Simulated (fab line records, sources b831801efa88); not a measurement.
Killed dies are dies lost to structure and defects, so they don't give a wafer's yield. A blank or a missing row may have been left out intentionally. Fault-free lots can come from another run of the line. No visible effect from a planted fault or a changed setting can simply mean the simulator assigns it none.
Which tool is to blame? -- flow sky130 -- 7 lots with 20 wafers sampled at 2 steps, on a route of 708 steps

== WHAT EACH GAUGE READ, for each wafer ==
SKY_LI_CONTACT_CD_MEAS_12: the cd target is 170 nm.
lot,measured,on,cdNm (nm)
L723,day 29 20:34,cdSem-02,171.4 169.5 170.8
L725,day 30 17:40,cdSem-01,172.1 173.1 172.3
L727,day 31 00:49,cdSem-01,170.3 174.1 170.5
L731,day 32 10:32,cdSem-01,168.1 148.7
L735,day 33 22:37,cdSem-01,169.3 171.0 170.2
L740,day 35 03:52,cdSem-02,168.4 169.7 169.2
L743,day 36 04:27,cdSem-02,172.9 171.9 171.6

== WHICH TOOL RAN EACH LOT (tool, then ch and the chambers of the sampled wafers, then the start) ==
lot,SKY_LI_CONTACT_EXPOSE_09
L723,"krfScanner-01 ch 0, day 29 07:16"
L725,"krfScanner-02 ch 0, day 30 04:04"
L727,"krfScanner-01 ch 0, day 30 11:29"
L731,"krfScanner-02 ch 0, day 31 21:28"
L735,"krfScanner-01 ch 0, day 33 09:25"
L740,"krfScanner-02 ch 0, day 34 14:10"
L743,"krfScanner-01 ch 0, day 35 15:26"
- SKY_LI_CONTACT_EXPOSE_09: exposes mask LICM1, target cd 170 nm.

== THE ANSWER, worked out from the rows above alone ==
Rule: the usual values come from the lots themselves. Put in order of their means at a reading, lots are off if they are a third of the lots or fewer, leave a main group of 4 or more, and stand apart from it by a gap of 3 or more times the standard deviation of the main group's means; of several such gaps the widest counts. A main group whose means are all the same, to the digits that the tables above print for the reading, isn't used. Also off: a lot with no number at a reading for which 4 or more lots have one. Any other lot the step has rows for is counted as sound.
Off, at SKY_LI_CONTACT_CD_MEAS_12 on cdNm: L731. For the main group the mean is 171.0 nm and the standard deviation 1.2.
If a tool, at a process step before that reading, ran all the lots that are off and no sound lot after the first of them, it fits. Those tools and the gauges at SKY_LI_CONTACT_CD_MEAS_12 are tried in the same way. None of those tried fits.

== WHAT HAD BEEN PUT IN BY THE SIMULATOR ==
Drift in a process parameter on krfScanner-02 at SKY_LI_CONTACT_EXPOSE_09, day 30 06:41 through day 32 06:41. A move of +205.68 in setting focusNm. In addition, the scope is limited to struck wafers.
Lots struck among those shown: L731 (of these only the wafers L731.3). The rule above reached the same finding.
